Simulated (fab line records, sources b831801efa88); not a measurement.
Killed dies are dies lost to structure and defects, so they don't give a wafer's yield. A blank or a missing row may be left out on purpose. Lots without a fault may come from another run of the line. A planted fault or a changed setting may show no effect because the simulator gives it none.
One fault seen from 2 desks | flow gf180mcu | each desk has only its own numbers; what lay behind them comes last

THE METROLOGY DESK
What the gauges read, lot by lot, whatever tool the lot ran on: means of the sampled wafers that have a number. A lot is out of limits, marked OUT, if its mean lies more than 4 standard deviations from the usual mean; the brackets give that distance.
Columns: A = STI_CVD_03_THK at GF_STI_THK_MEAS_04, usual 207.5 nm; B = CONTACT_OVL at GF_CONTACT_OVL_MEAS_15, usual -2 nm
lot  | first seen here | A                | B
L461 | day 1 22:31     | 206.7            | -4
L464 | day 2 13:43     | 208.3            | -1
L466 | day 2 20:21     | 208.9            | 0
L467 | day 3 06:00     | 209.9            | 3
L469 | day 3 14:35     | 207.1            | -3
L470 | day 3 20:03     | 206.7            | 0
L473 | day 4 08:23     | 206.5            | -9
L475 | day 4 16:35     | 204.7            | -4
L477 | day 5 02:37     | 208.5            | -7
L478 | day 5 07:34     | 207.7            | -4
L480 | day 5 17:54     | 193.9 (-8.5) OUT | 2
This desk's finding: out of limits on L480; first on L480, day 5 17:54 (STI_CVD_03_THK at GF_STI_THK_MEAS_04). In limits: L461, L464, L466, L467, L469, L470, L473, L475, L477, L478.

THE TOOL OWNER'S DESK: lpcvd-01
The tool's own readings at GF_STI_CVD_03 (deposits Si3N4 from DCS/NH3, target thk 207.16 nm, time 3551 s): means of the sampled wafers that have a number, for each lot that ran on this tool. A lot is out of limits, marked OUT, if its mean lies more than 4 standard deviations from the usual mean; the brackets give that distance.
Columns: A = pressure_mtorr at GF_STI_CVD_03, usual 249.8 mTorr
lot  | first seen here | A
L464 | day 2 11:44     | 249.6
L466 | day 2 18:22     | 249.6
L467 | day 3 04:01     | 250.1
L469 | day 3 12:36     | 250.4
L475 | day 4 14:34     | 249.4
L477 | day 5 00:36     | 249.8
L480 | day 5 15:55     | 199.6 (-99 or more) OUT
This desk's finding: out of limits on L480; first on L480, day 5 15:55 (pressure_mtorr at GF_STI_CVD_03). In limits: L464, L466, L467, L469, L475, L477.

PUT TOGETHER
The tool owner's desk could have raised an alarm at day 5 15:55, on L480.
The metrology desk could have raised an alarm at day 5 17:54, on L480.
Of the lots named, all ran GF_STI_CVD_03 on lpcvd-01.

WHAT THE SIMULATOR HAD PUT IN
Process parameter drift: lpcvd-01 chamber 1, from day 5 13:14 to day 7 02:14, at GF_STI_CVD_03. Setting pressure_mtorr, moved by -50, from 250. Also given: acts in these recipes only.
Lots struck among those shown: L480.
Hours from the fault's start to each desk's first reading out of limits: the tool owner's desk, 3; the metrology desk, 5.
